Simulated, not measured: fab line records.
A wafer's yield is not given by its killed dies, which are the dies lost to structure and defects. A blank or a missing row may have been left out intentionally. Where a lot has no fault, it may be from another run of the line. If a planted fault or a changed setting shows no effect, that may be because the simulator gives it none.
Chamber matching -- flow gf180mcu -- 4 sister chambers for GF_V5_CMP_04 on cmp-02
The step polishes SiO2. 14 wafers are shown with their chamber, then 7 later ones without.

## EACH WAFER AND ITS CHAMBER
wafer,chamber,motor current A (A)
L203.2,2,12.7
L203.5,2,12.7
L203.6,1,11.1
L205.1,1,11.5
L205.3,2,11.6
L205.4,3,14.5
L208.1,0,12.1
L208.2,3,13.6
L208.6,3,14.5
L215.1,2,11.8
L215.3,0,13.2
L215.5,3,13.2
L221.1,2,12.0
L221.5,3,13.2

SIGNATURES (means of the wafers above)
reading,chamber 0,chamber 1,chamber 2,chamber 3,scatter within a chamber
motor current A,12.650,11.300,12.160,13.800,0.59
Rule: distance of a wafer from a chamber = root of the sum over the readings of ((wafer's reading minus chamber's mean) / reading's scatter) squared. If the next closest chamber is less than 2 further off than the closest, the wafer can't be placed; otherwise it belongs to the closest. The scatter is the square root of a quotient: the sum, over the shown wafers, of each reading's squared deviation from its chamber's mean, divided by wafers minus chambers.

## WAFERS MISSING THEIR CHAMBER
wafer,motor current A (A)
L221.6,12.9
L223.2,11.4
L223.4,11.6
L223.5,14.6
L224.3,10.9
L224.4,13.0
L224.5,11.3

## CHAMBER TAKEN BY EACH
wafer,from the rows above,in truth
L221.6,can't be placed: 0 or 2 or 3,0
L223.2,can't be placed: 1 or 2 or 0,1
L223.4,can't be placed: 1 or 2 or 0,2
L223.5,can't be placed: 3 or 0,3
L224.3,can't be placed: 1 or 2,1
L224.4,can't be placed: 0 or 3 or 2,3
L224.5,can't be placed: 1 or 2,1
Correctly placed: 0 of 7. Not placeable from these rows: 7 (in 7, the candidates include the true chamber). Number placed wrongly: 0.
